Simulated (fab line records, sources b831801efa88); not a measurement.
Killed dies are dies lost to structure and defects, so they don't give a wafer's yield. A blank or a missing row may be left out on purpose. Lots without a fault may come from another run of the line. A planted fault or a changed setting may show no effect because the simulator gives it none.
fab line records | flow sky130
record lots=12 wafers=36 last_day=50
route steps=708 shown PWDE@52 VT_ADJUST_HVTP@89 SD_P@330 LOCAL_INTERCONNECT@398 PAD_OPEN@708
lots that met no fault: from a run of the same line without faults
start_h: hours from the record's first day to the start of the lot's first wafer shown | wait_h: hours since the lot's step before | " the same as in the row above | L1.1+2: a row that stands for several wafers | - no value, or no start given | * or withheld: withheld | < > ~ a bound
route shown NAME@n: a module of which the file shows steps, and the number in the route of the first | usual: mean/standard deviation of fault-free wafers | same: alike in all rows | chamber/n: place in a boat | sites: the reading at each site | _std_site: their standard deviation | _edge_site: outer sites' mean less inner sites' | radius_mm: how far each site lies from the wafer's centre | mask NAME#n: copy n | behind: the tool/chamber that last shaped the wafer | hold: why the lot was held/for how many hours/how that ended | device: the transistor (n, p or np) that didn't switch | end of line: the same wafers' tests at the end of the route | a step without rows: its recipe alone | killed: dies lost to structure and defects at the first sort, not the wafer's yield | map: a wafer's dies, x killed, . not, _ none there
set.NAME: the setting as run; set.NAME@STEP: as run at that earlier step | model.NAME: the simulator's own value behind a step, which no gauge read
steps of the route over a sample of lots; a table a step, a row a wafer
services: from which hour (start_h, from the record's first day; less than 0 if before it) a tool's chamber was out of use, for how many hours, and why
## steps
# step SKY_PWDE_OVL_MEAS_07
# usual PWDE_OVL=1.2/1.4
# columns lot.wafer tool chamber start_h wait_h PWDE_OVL[nm]
L729.1 overlay-02 - 69.23 - 1.9
L729.2 " - " " 2.1
L729.5 " - " " 1.4
L731.2 overlay-01 - 82.64 - 2.3
L731.4 " - " " 3.2
L731.5 " - " " 1.1
L734.2 overlay-01 - 96.44 - -0.3
L734.4 " - " " -0.1
L734.5 " - " " 0.9
L733.2 overlay-01 - 96.64 - -0.6
L733.3 " - " " -0.9
L733.5 " - " " -0.2
L736.3 overlay-01 - 106.99 - 1.2
L736.4 " - " " 4.9
L736.6 " - " " 5.2
L737.2 overlay-01 - 113.25 - 4.2
L737.3 " - " " 2.2
L737.5 " - " " 2.2
L741.1 overlay-01 - 136.98 - 3.4
L741.3 " - " " -0.2
L741.5 " - " " 0.6
L742.1 overlay-02 - 141.18 - 2.0
L742.3 " - " " 3.2
L742.6 " - " " 1.0
L745.1 overlay-02 - 159.75 - 2.6
L745.4 " - " " 0.3
L745.5 " - " " -0.2
L747.1 overlay-01 - 170.98 - 1.0
L747.2 " - " " -2.1
L747.4 " - " " -0.2
L749.2 overlay-02 - 184.45 - 1.6
L749.3 " - " " 2.0
L749.5 " - " " 2.4
L752.2 overlay-02 - 197.10 - 0.4
L752.3 " - " " -1.0
L752.4 " - " " 0.0
# step SKY_VT_ADJUST_HVTP_EXPOSE_04
# recipe mask_id=HVTPM na=0.6 source_shape=conventional sigma_outer=0.6 polarization=unpolarized target_cd_nm=380 dose_mj=140
# usual focus_offset_nm=0.0/0.5
# columns lot.wafer tool chamber start_h wait_h mask focus_offset_nm
L729.1 iline_stepper-01 0 115.51 - HVTPM#0 0.5
L729.2 " 0 " " HVTPM#0 0.9
L729.5 " 0 " " HVTPM#0 -0.4
L731.2 iline_stepper-01 0 128.87 - HVTPM#0 0.0
L731.4 " 0 " " HVTPM#0 -0.2
L731.5 " 0 " " HVTPM#0 0.2
L734.2 iline_stepper-01 0 143.96 - HVTPM#0 -0.5
L734.4 " 0 " " HVTPM#0 0.4
L734.5 " 0 " " HVTPM#0 -0.8
L733.2 iline_stepper-01 0 144.62 - HVTPM#0 -1.4
L733.3 " 0 " " HVTPM#0 -0.5
L733.5 " 0 " " HVTPM#0 -0.4
L736.3 iline_stepper-02 0 157.27 - HVTPM#0 0.7
L736.4 " 0 " " HVTPM#0 -0.8
L736.6 " 0 " " HVTPM#0 -0.5
L737.2 iline_stepper-02 0 167.92 - HVTPM#0 -0.3
L737.3 " 0 " " HVTPM#0 -0.4
L737.5 " 0 " " HVTPM#0 -0.2
L741.1 iline_stepper-02 0 189.47 - HVTPM#0 1.0
L741.3 " 0 " " HVTPM#0 0.4
L741.5 " 0 " " HVTPM#0 0.1
L742.1 iline_stepper-02 0 193.40 - HVTPM#0 0.4
L742.3 " 0 " " HVTPM#0 0.9
L742.6 " 0 " " HVTPM#0 0.8
L745.1 iline_stepper-01 0 212.85 - HVTPM#0 0.4
L745.4 " 0 " " HVTPM#0 0.1
L745.5 " 0 " " HVTPM#0 0.3
L747.1 iline_stepper-02 0 224.82 - HVTPM#0 -0.2
L747.2 " 0 " " HVTPM#0 -0.4
L747.4 " 0 " " HVTPM#0 -0.6
L749.2 iline_stepper-01 0 238.82 - HVTPM#0 0.4
L749.3 " 0 " " HVTPM#0 -0.5
L749.5 " 0 " " HVTPM#0 0.4
L752.2 iline_stepper-01 0 254.58 - HVTPM#0 -0.2
L752.3 " 0 " " HVTPM#0 -0.3
L752.4 " 0 " " HVTPM#0 0.0
# step SKY_VT_ADJUST_HVTP_OVL_MEAS_08
# usual VT_ADJUST_HVTP_OVL=0.0/1.2
# columns lot.wafer tool chamber start_h wait_h VT_ADJUST_HVTP_OVL[nm]
L729.1 overlay-01 - 124.42 0.1 -1.6
L729.2 " - " " -1.0
L729.5 " - " " -1.0
L731.2 overlay-01 - 138.61 0.1 1.2
L731.4 " - " " 1.8
L731.5 " - " " 1.1
L734.2 overlay-01 - 153.96 0.1 0.4
L734.4 " - " " 0.2
L734.5 " - " " 1.0
L733.2 overlay-01 - 154.32 0.1 -2.0
L733.3 " - " " -0.2
L733.5 " - " " -1.0
L736.3 overlay-02 - 167.08 0.1 -1.0
L736.4 " - " " 0.3
L736.6 " - " " -0.9
L737.2 overlay-01 - 178.43 0.1 2.1
L737.3 " - " " 1.0
L737.5 " - " " -0.4
L741.1 overlay-02 - 199.92 0.1 2.4
L741.3 " - " " 1.0
L741.5 " - " " 1.2
L742.1 overlay-02 - 203.47 0.1 279.7
L742.3 " - " " 278.7
L742.6 " - " " 279.2
L745.1 overlay-01 - 224.17 0.1 -0.3
L745.4 " - " " 0.2
L745.5 " - " " 0.4
L747.1 overlay-02 - 235.02 0.1 276.2
L747.2 " - " " 277.3
L747.4 " - " " 277.0
L749.2 overlay-01 - 250.18 0.1 0.3
L749.3 " - " " 1.9
L749.5 " - " " 0.9
L752.2 overlay-01 - 265.91 0.1 0.3
L752.3 " - " " 0.4
L752.4 " - " " -0.6
# step SKY_SD_P_STRIP_10
# recipe chemistry=O2/N2 power_w=1400 pressure_mtorr=1500 platen_temp_c=withheld o2_flow_sccm=3000 n2_flow_sccm=300 overash_fraction=0.5
# usual drypump_motor_current_A=5.7/0.45 o2_flow_sccm=2999/8.8 oes_product_au=0.617/0.0045 strip_time_to_endpoint_s=17.49/0.045
# columns lot.wafer tool chamber start_h wait_h drypump_motor_current_A o2_flow_sccm oes_product_au rf_hours_counter_h strip_time_to_endpoint_s
L729.1 plasma_asher-02 0 593.10 0.1 5.6 3006 0.614 16 17.46
L729.2 " 1 " " 5.8 2988 0.620 16 17.50
L729.5 " 0 " " 5.7 3004 0.618 - 17.43
L731.2 plasma_asher-03 0 615.06 0.1 5.0 2995 0.623 83 17.49
L731.4 " 0 " " 5.0 2998 0.618 - 17.54
L731.5 " 1 " " 6.0 3013 0.615 - 17.47
L734.2 plasma_asher-01 0 634.15 0.1 6.4 2983 0.623 91 17.55
L734.4 " 0 " " 6.4 2983 0.605 - 17.57
L734.5 " 1 " " 5.4 3003 0.606 - 17.58
L733.2 plasma_asher-02 0 640.04 0.1 5.6 2989 0.617 21 17.50
L733.3 " 0 " " 5.6 2986 0.615 - 17.53
L733.5 " 0 " " 5.6 2989 0.619 - 17.53
L736.3 plasma_asher-03 1 657.74 0.1 6.0 3009 0.621 - 17.43
L736.4 " 0 " " 5.0 3010 0.614 - 17.50
L736.6 " 0 " " 5.1 3005 0.613 - 17.50
L737.2 plasma_asher-01 0 665.26 0.1 6.4 3009 0.620 93 17.55
L737.3 " 1 " " 5.4 3006 0.620 - 17.56
L737.5 " 0 " " 6.4 3009 0.616 - 17.56
L741.1 plasma_asher-01 1 698.06 0.1 5.4 3010 0.619 97 17.51
L741.3 " 1 " " 5.4 3004 0.617 - 17.55
L741.5 " 1 " " 5.4 2999 0.616 - 17.50
L742.1 plasma_asher-03 0 705.35 0.1 5.1 3005 0.613 92 17.55
L742.3 " 1 " " 6.0 2992 0.619 - 17.53
L742.6 " 0 " " 5.1 3006 0.614 - 17.53
L745.1 plasma_asher-01 1 731.29 0.1 5.4 2985 0.607 100 17.53
L745.4 " 0 " " 6.3 3012 0.621 - 17.49
L745.5 " 0 " " 6.4 3009 0.618 - 17.52
L747.1 plasma_asher-03 0 743.49 0.1 5.1 3005 0.613 96 17.42
L747.2 " 1 " " 6.0 3000 0.619 96 17.43
L747.4 " 0 " " 5.1 2996 0.612 - 17.44
L749.2 plasma_asher-01 0 752.54 0.1 6.3 3006 0.618 1 17.50
L749.3 " 0 " " 6.3 3002 0.615 - 17.46
L749.5 " 0 " " 6.3 3012 0.617 - 17.49
L752.2 plasma_asher-03 1 773.19 0.1 6.0 2984 0.617 99 17.46
L752.3 " 1 " " 6.0 3003 0.616 - 17.48
L752.4 " 0 " " 5.0 3004 0.619 - 17.48
# step SKY_LOCAL_INTERCONNECT_CD_MEAS_11
# recipe target_cd_nm=170
# usual cd_nm=169.9/1.7
# columns lot.wafer tool chamber start_h wait_h cd_nm
L729.1 cd_sem-01 - 710.90 - 167.6
L729.2 " - " " 168.2
L729.5 " - " " 170.4
L731.2 cd_sem-01 - 733.10 - 169.2
L731.4 " - " " 170.1
L731.5 " - " " 168.5
L734.2 cd_sem-01 - 750.70 - 170.9
L734.4 " - " " 172.1
L734.5 " - " " 171.7
L733.2 cd_sem-02 - 757.52 - 170.7
L733.3 " - " " 169.2
L733.5 " - " " 169.4
L736.3 cd_sem-01 - 774.79 - 165.9
L736.4 " - " " 166.3
L736.6 " - " " 167.7
L737.2 cd_sem-02 - 781.97 - 172.2
L737.3 " - " " 172.4
L737.5 " - " " 172.3
L741.1 cd_sem-02 - 812.35 - 170.6
L741.3 " - " " 169.1
L741.5 " - " " 169.8
L742.1 cd_sem-01 - 818.70 - 170.1
L742.3 " - " " 169.7
L742.6 " - " " 169.5
L745.1 cd_sem-02 - 844.53 - 167.8
L745.4 " - " " 168.7
L745.5 " - " " 167.0
L747.1 cd_sem-01 - 854.98 - 171.7
L747.2 " - " " 171.7
L747.4 " - " " 171.6
L749.2 cd_sem-02 - 864.60 - 171.2
L749.3 " - " " 170.6
L749.5 " - " " 170.2
L752.2 cd_sem-01 - 882.72 - 171.1
L752.3 " - " " 171.0
L752.4 " - " " 170.0
# step SKY_PAD_OPEN_PROBE_99
# usual killed_at_M0_to_M3=43/7.5 killed_at_M4_up=3.2/1.9 killed_at_contacts=24/4.9 killed_at_front_end=15/4.3 killed_at_other=0.4/0.72 killed_dies=86/9.1 killed_on_rim=17/3.8 killed_open=47/6.5 killed_short=39/6.5
# same gross_dies=492 killed_at_back_side=0
# columns lot.wafer tool chamber start_h wait_h killed_at_M0_to_M3 killed_at_M4_up killed_at_contacts killed_at_front_end killed_at_other killed_dies killed_on_rim killed_open killed_short
L741.1 prober-02 - 1156.16 0.1 43 4 26 14 0 87 21 51 36
L741.3 prober-02 - 1156.26 0.2 45 5 24 21 0 95 19 47 48
L741.5 prober-02 - 1156.36 0.2 51 1 31 22 1 106 22 55 51
L742.1 prober-01 - 1162.42 0.1 40 5 21 345 0 411 78 52 26
L742.3 prober-01 - 1162.52 0.2 56 5 33 299 0 393 82 66 48
L742.6 prober-01 - 1162.67 0.2 47 3 25 319 0 394 77 58 31
L747.1 prober-02 - 1188.32 0.1 52 2 24 332 0 410 80 47 46
L747.2 prober-02 - 1188.37 0.1 53 4 23 314 1 395 72 44 50
L747.4 prober-02 - 1188.47 0.2 44 2 25 318 0 389 75 41 43
# killed by level:class
L741.1 CONTACT:geometric_particle:open=11 VIA2:geometric_particle:open=8 VIA1:geometric_particle:open=7 VIA3:geometric_particle:open=6 SPACER:geometric_particle:open=5 METAL1:geometric_particle:short=5 LI_CONTACT:geometric_particle:open=4 CONTACT:geometric_particle:short=4
L741.3 VIA3:geometric_particle:open=8 CONTACT:geometric_particle:open=7 METAL1:geometric_particle:short=7 VIA1:geometric_particle:open=7 FIELD_ISO:geometric_particle:short=6 VIA2:geometric_particle:open=6 LI_CONTACT:geometric_particle:open=5 CONTACT:geometric_particle:short=5
L741.5 CONTACT:geometric_particle:open=14 VIA1:geometric_particle:open=11 VIA3:geometric_particle:open=11 FIELD_ISO:geometric_particle:open=8 METAL1:geometric_particle:short=6 CONTACT:geometric_particle:short=6 VIA1:geometric_particle:short=6 FIELD_ISO:geometric_particle:short=5
L742.1 VT_ADJUST_HVTP:overlay=333 VIA1:geometric_particle:open=11 CONTACT:geometric_particle:open=9 VIA2:geometric_particle:open=9 VIA3:geometric_particle:open=7 LI_CONTACT:geometric_particle:open=5 CONTACT:geometric_particle:short=3 METAL1:geometric_particle:short=3
L742.3 VT_ADJUST_HVTP:overlay=279 LI_CONTACT:geometric_particle:open=12 VIA2:geometric_particle:open=9 CONTACT:geometric_particle:open=9 METAL1:geometric_particle:short=8 VIA1:geometric_particle:open=8 LI_CONTACT:geometric_particle:short=7 VIA3:geometric_particle:short=7
L742.6 VT_ADJUST_HVTP:overlay=305 LI_CONTACT:geometric_particle:open=11 VIA1:geometric_particle:open=10 VIA2:geometric_particle:open=10 POLY_GATE:geometric_particle:open=8 METAL1:geometric_particle:short=8 CONTACT:geometric_particle:open=6 LI_CONTACT:geometric_particle:short=4
L747.1 VT_ADJUST_HVTP:overlay=317 CONTACT:geometric_particle:open=10 VIA2:geometric_particle:open=9 VIA1:geometric_particle:open=8 VIA3:geometric_particle:short=8 VIA2:geometric_particle:short=7 VIA1:geometric_particle:short=6 LI_CONTACT:geometric_particle:open=5
L747.2 VT_ADJUST_HVTP:overlay=301 METAL1:geometric_particle:short=14 CONTACT:geometric_particle:open=11 VIA1:geometric_particle:open=8 FIELD_ISO:geometric_particle:short=6 VIA2:geometric_particle:open=6 VIA3:geometric_particle:open=6 METAL2:geometric_particle:short=5
L747.4 VT_ADJUST_HVTP:overlay=305 VIA1:geometric_particle:open=10 LI_CONTACT:geometric_particle:open=9 VIA1:geometric_particle:short=7 CONTACT:geometric_particle:open=6 FIELD_ISO:geometric_particle:open=5 CONTACT:geometric_particle:short=5 METAL1:geometric_particle:short=4
## services
# columns tool chamber start_h hours kind
plasma_asher-03 - 115.91 0.9 repair
iline_stepper-01 - 147.87 2.6 repair
iline_stepper-01 - 162.22 4.4 pm
iline_stepper-02 - 172.31 1.7 pm
iline_stepper-01 0 177.36 - calibration
iline_stepper-02 - 206.47 8.9 pm
plasma_asher-01 - 206.61 5.0 repair
iline_stepper-01 - 229.51 1.7 pm
plasma_asher-02 - 294.22 3.1 repair
iline_stepper-02 - 390.45 1.7 pm
plasma_asher-02 - 421.25 9.0 pm
iline_stepper-01 - 423.63 36.0 repair
iline_stepper-01 - 459.62 1.7 pm
plasma_asher-03 - 484.67 0.5 repair
iline_stepper-01 - 551.68 2.1 pm
iline_stepper-01 - 556.45 0.8 repair
iline_stepper-02 - 568.11 5.8 repair
plasma_asher-01 - 573.90 4.4 repair
plasma_asher-01 - 587.94 4.5 repair
iline_stepper-02 - 608.64 1.7 pm
iline_stepper-02 - 613.77 0.7 repair
iline_stepper-01 - 665.87 1.7 pm
plasma_asher-01 - 710.02 0.7 repair
plasma_asher-01 - 733.75 9.0 pm
## key
first_sign step=SKY_VT_ADJUST_HVTP_OVL_MEAS_08 reading=VT_ADJUST_HVTP_OVL direction=up sigmas=99+ usual=0.0 struck=278.0
effect step=SKY_PAD_OPEN_PROBE_99 reading=killed_at_front_end direction=up sigmas=71 usual=15 struck=321
more_kills_born_at SKY_VT_ADJUST_HVTP_EXPOSE_04@iline_stepper-02=1840
met_at SKY_VT_ADJUST_HVTP_EXPOSE_04
struck_lots L742,L747
tester_left_out L742,L747
not_acting_at SKY_PWDE_OVL_MEAS_07,SKY_SD_P_STRIP_10,SKY_LOCAL_INTERCONNECT_CD_MEAS_11
onset_between 189.47 193.40
fault kind=scanner_matching_overlay tool=iline_stepper-02 chamber=- onset_h=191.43 steps=SKY_VT_ADJUST_HVTP_EXPOSE_04 offset=278.15
# tester_left_out: of these lots the tester's yield and bins aren't shown, on N5 and GAA mostly nor the transistor test; their killed dies are dies lost to structure and defects alone, not to doping, threshold or leakage, so they don't give the yield
